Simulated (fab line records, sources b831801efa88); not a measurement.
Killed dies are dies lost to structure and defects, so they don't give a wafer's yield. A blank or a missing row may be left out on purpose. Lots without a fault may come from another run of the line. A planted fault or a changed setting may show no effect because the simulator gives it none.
One fault seen from 2 desks | flow sky130 | each desk has only its own numbers; what lay behind them comes last

THE METROLOGY DESK
What the gauges read, lot by lot, whatever tool the lot ran on: means of the sampled wafers that have a number. A lot is out of limits, marked OUT, if its mean lies more than 4 standard deviations from the usual mean; the brackets give that distance.
Columns: A = CAPM_CVD_00_THK at SKY_CAPM_THK_MEAS_01, usual 15.53 nm
lot  | first seen here | A
L722 | day 36 11:20    | 15.87
L723 | day 36 18:18    | 15.59
L724 | day 37 13:14    | 15.67
L726 | day 37 23:39    | 15.68
L729 | day 38 16:46    | 15.51
L733 | day 39 18:25    | 15.55
L734 | day 40 13:49    | 15.68
L735 | day 40 16:23    | 15.68
L737 | day 40 22:53    | 15.79
L740 | day 42 07:38    | 15.49
L741 | day 42 11:13    | 15.58
L745 | day 43 22:16    | 15.54
This desk's finding: nothing out of limits on any of the 12 lots.

THE TOOL OWNER'S DESK: plasma_asher-03
The tool's own readings at SKY_CAPM_STRIP_14 (strips in O2/N2): means of the sampled wafers that have a number, for each lot that ran on this tool. A lot is out of limits, marked OUT, if its mean lies more than 4 standard deviations from the usual mean; the brackets give that distance.
Columns: A = chamber_pressure_mTorr at SKY_CAPM_STRIP_14, usual 1500.0 mTorr; B = drypump_motor_current_A at SKY_CAPM_STRIP_14, usual 5.9 A; C = oes_product_au at SKY_CAPM_STRIP_14, usual 0.711 a.u.; D = strip_time_to_endpoint_s at SKY_CAPM_STRIP_14, usual 12.62 s
lot  | first seen here | A      | B   | C     | D
L729 | day 39 18:20    | 1500.0 | 5.9 | 0.709 | 12.60
L733 | day 40 20:02    | 1501.2 | 5.4 | 0.709 | 12.62
L735 | day 41 17:26    | 1500.8 | 5.9 | 0.712 | 12.59
L737 | day 42 00:11    | 1500.1 | 5.6 | 0.710 | 12.62
L740 | day 43 08:01    | 1500.1 | 5.6 | 0.711 | 12.59
L741 | day 43 10:37    | 1498.1 | 5.6 | 0.711 | 12.66
L745 | day 44 21:11    | 1499.3 | 5.6 | 0.707 | 12.68
This desk's finding: nothing out of limits on any of the 7 lots.

PUT TOGETHER
The metrology desk saw nothing out of limits.
The tool owner's desk saw nothing out of limits.

WHAT THE SIMULATOR HAD PUT IN
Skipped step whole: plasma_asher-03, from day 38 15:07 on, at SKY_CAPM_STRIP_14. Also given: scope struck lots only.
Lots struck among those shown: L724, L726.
